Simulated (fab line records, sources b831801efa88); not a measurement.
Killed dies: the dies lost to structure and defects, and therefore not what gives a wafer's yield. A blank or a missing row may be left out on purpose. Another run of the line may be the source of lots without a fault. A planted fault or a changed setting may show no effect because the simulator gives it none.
A lot that was struck, set against a sound lot    flow sky130    16 out of 708 route steps
Sound: wafers L891.1, L891.5, L891.6. Wafers L901.1, L901.4 were the ones struck. The cause is named last.
For every step that has rows: the tool of each side, followed by ch and its chambers, followed by its first start. Under that, the readings that differ: sound wafers    struck wafers    difference of the means    sigmas: that difference in standard deviations of wafers without a fault.
alike: readings whose means differ by less than 2 such deviations, and words and numbers that are the same on both sides. not compared: withheld readings, readings that some wafer has no value for, bounds like >300 that may hide the same value, and numbers for which the record gives no deviation and whose values overlap.
Wherever a step has rows on one side only, a row that says differs or no value, or a row with sigmas, the two part there. Non-overlapping numbers with no deviation appear without sigmas and do not part them. Lack of a reading on every wafer of one side parts them only where that side has two or more wafers.

first, 8 steps without rows for these wafers: SKY_METAL2_DEHYDRATE_07 (time 60 s); SKY_METAL2_HMDS_08 (prime time 60 s); SKY_METAL2_COAT_09 (resist thk 60 nm); SKY_METAL2_COAT_10 (resist thk 450 nm); SKY_METAL2_SOFTBAKE_11 (time 90 s); SKY_METAL2_EXPOSE_12 (exposes mask MM2, target cd 140 nm); SKY_METAL2_PEB_13; SKY_METAL2_DEVELOP_14 (develop time 60 s).
SKY_METAL2_CD_MEAS_15: the cd target is 140 nm.
  struck on cdSem-01, day 40 04:45; sound on cdSem-01, day 36 20:51
  alike: cdNm
SKY_METAL2_OVL_MEAS_16:
  struck on overlay-02, day 40 04:52; sound on overlay-01, day 36 20:58
  alike: METAL2_OVL
SKY_METAL2_DESCUM_17: chemistry O2, time 8 s.
  sound on rieMetal-01 ch 0,1, day 36 21:00; struck on rieMetal-02 ch 1, day 40 04:54
  alike: drypumpMotorCurrentA, oesProductAu
  not compared: rfHoursCounterH
SKY_METAL2_ETCH_18: etches BARC in N2/H2, stops on SiO2, time 45.9 s, target depth 60 nm.
  sound on rieMetal-01 ch 0,1, day 36 21:02; struck on rieMetal-02 ch 1, day 40 04:58
  alike: drypumpMotorCurrentA, h2FlowSccm, oesProductAu, throttleValvePct
  not compared: rfHoursCounterH
SKY_METAL2_METAL_ETCH_19: etches the open film in Cl2/BCl3, stops on SiO2, target depth 360 nm, time 78 s.
  sound on rieMetal-01 ch 0,1, day 36 21:06; struck on rieMetal-02 ch 1, day 40 05:05
reading                                       sound                 struck         difference  sigmas
throttleValvePct (%)                          22.272 22.267 22.273  22.243 22.254  -0.022      -3
model.KrF-thick_of_METAL2_COAT_10.thkNm (nm)  158.6 162.6 157.9     190.4 192.5    +31.8       
model.METAL2.cdNm (nm)                        139.2 141.7 139.1     144.8 143.5    +4.2        
  alike: drypumpMotorCurrentA, mfcCl2Sccm, oesProductAu
  not compared: rfHoursCounterH
SKY_METAL2_STRIP_20: strips in O2/N2.
  sound on plasmaAsher-04 ch 0,1, day 36 21:11; struck on plasmaAsher-04 ch 0,1, day 40 05:16
reading                   sound           struck     difference  sigmas
stripTimeToEndpointS (s)  2.68 2.74 2.69  3.03 3.08  +0.35       +8
  alike: drypumpMotorCurrentA, oesProductAu
  not compared: rfHoursCounterH
then, 2 steps without rows for these wafers: SKY_METAL2_STRIP_21 (strips in post etch residue remover, time 1200 s); SKY_PAD_OPEN_PROBE_99.

## WHERE THEY PART
First at SKY_METAL2_METAL_ETCH_19; last, within this record, at SKY_METAL2_STRIP_20.

WHY: what had been put in by the simulator
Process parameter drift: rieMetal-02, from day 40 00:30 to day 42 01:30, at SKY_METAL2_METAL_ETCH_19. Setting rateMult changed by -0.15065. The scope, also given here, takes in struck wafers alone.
